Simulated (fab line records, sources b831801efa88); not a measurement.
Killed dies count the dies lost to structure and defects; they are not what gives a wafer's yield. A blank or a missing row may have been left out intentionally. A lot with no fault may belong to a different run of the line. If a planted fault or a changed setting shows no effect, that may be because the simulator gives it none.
8D (eight disciplines) problem report, filled in by code || flow gf180mcu || the parts of the form that need people (team, actions taken, sign-off) are left out

== 1. WHAT WENT WRONG ==
Mean HV_LDD_CVD_56_THK at GF_HV_LDD_THK_MEAS_57: 80.4 nm over 6 wafers in 2 lots; fault-free wafers: 89.9 nm, standard deviation 0.81. Measured from the usual mean, that is -12 standard deviations.
Seen first at day 13 18:40 on film-metro-01, wafer L157.3. At this step, 33 wafers from 11 lots have a number in the record. Rule for "out" (also "out of limits"): further than 4 standard deviations from the usual mean. Any other wafer with a number is counted as sound.

== 2. WHAT THIS IS AND IS NOT ==
{"question": "which readings at this step", "is": "HV_LDD_CVD_56_THK", "is not": "-"}
{"question": "which lots", "is": "L157, L158", "is not": "L156, L166, L167, L169, L170, L171, L172, L174, L175"}
{"question": "which wafers of those lots", "is": "all that have a number", "is not": "-"}
{"question": "read on which gauges", "is": "film-metro-01, film-metro-04", "is not": "film-metro-03"}
{"question": "when", "is": "from day 13 18:40", "is not": "up to then (3 sound wafers); but 24 sound wafers of L166, L167, L169, L170, L171, L172, L174, L175 came after"}

== 3. THE SUSPECTS, EACH WITH WHAT RULES IT OUT ==
Counting: a tool at a process step up to the reading stays a suspect if it ran every lot that is out and no sound lot after the first of them.
- the gauge at GF_HV_LDD_THK_MEAS_57 is ruled out. 2 gauges (film-metro-01, film-metro-04) read the wafers that are out.
- lpcvd-01 at GF_HV_LDD_CVD_56 (deposits Si3N4 from DCS/NH3, target thk 90 nm, time 1543 s): ruled out as a lasting fault. After its first lot that is out, L157 (day 13 17:13), sound lots L166, L169, L170, L174, L175 ran on it.
Left after counting: nothing in the record.

== 4. THE CAUSE (what the simulator had put in) ==
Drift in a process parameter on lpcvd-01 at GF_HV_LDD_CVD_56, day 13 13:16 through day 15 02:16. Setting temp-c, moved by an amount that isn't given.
It was ruled out by counting, in error; the rule expects a fault to strike all lots run on its tool from its start on, and this fault did not.

== 5. THE EFFECT CHAIN, in route order ==
One row per reading whose mean, taken over the struck wafers that have a number, lies over 3 standard deviations from the usual. Only readings for which the record gives a usual standard deviation are gone through. hours: the time from each lot's start at the first step in this table that gives one to its start at this step, as a median over the lots. sigmas: the change in usual standard deviations.
{"hours": 0, "step": "GF_HV_LDD_CVD_56", "reading": "spike-tc-centre-C", "usual": "770.9 C", "on struck wafers": 765.1, "change": -5.8, "sigmas": -4.4}
{"hours": 0, "step": "GF_HV_LDD_CVD_56", "reading": "spike-tc-lower-C", "usual": "770.5 C", "on struck wafers": 764.9, "change": -5.6, "sigmas": -4.0}
{"hours": 0, "step": "GF_HV_LDD_CVD_56", "reading": "spike-tc-upper-C", "usual": "770.0 C", "on struck wafers": 764.5, "change": -5.5, "sigmas": -3.9}
{"hours": 0, "step": "GF_HV_LDD_CVD_56", "reading": "susceptor-temp-C", "usual": "770.0 C", "on struck wafers": 764.0, "change": -6.0, "sigmas": -18}
{"hours": 1, "step": "GF_HV_LDD_THK_MEAS_57", "reading": "HV_LDD_CVD_56_THK", "usual": "89.9 nm", "on struck wafers": 80.4, "change": -9.5, "sigmas": -12}
{"hours": 1, "step": "GF_HV_LDD_ETCHBACK_58", "reading": "oes-product-au", "usual": "0.843 a.u.", "on struck wafers": 0.794, "change": -0.049, "sigmas": -8.4}
Here are the process steps it includes:
- GF_HV_LDD_CVD_56: deposits Si3N4 from DCS/NH3, target thk 90 nm, time 1543 s.
- GF_HV_LDD_ETCHBACK_58: etches Si3N4 in CH3F/O2, stops on SiO2, time 100 s, target depth 90 nm.
Later steps that measure or inspect, where all struck wafers having a row at the step show a number for every such reading and not one has moved that far: GF_CONTACT_RS_MEAS_25.

== 6. HOW IT WOULD HAVE BEEN CAUGHT EARLIER ==
Counted from the fault's start at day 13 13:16, it took 5 hours until the first out-of-limits reading at a measuring or inspecting step in this record, taken at day 13 18:40.
The tool's own readings at GF_HV_LDD_CVD_56 were out on every struck wafer that the step has a row for (susceptor-temp-C): an alarm limit on them would have fired on the first of those.
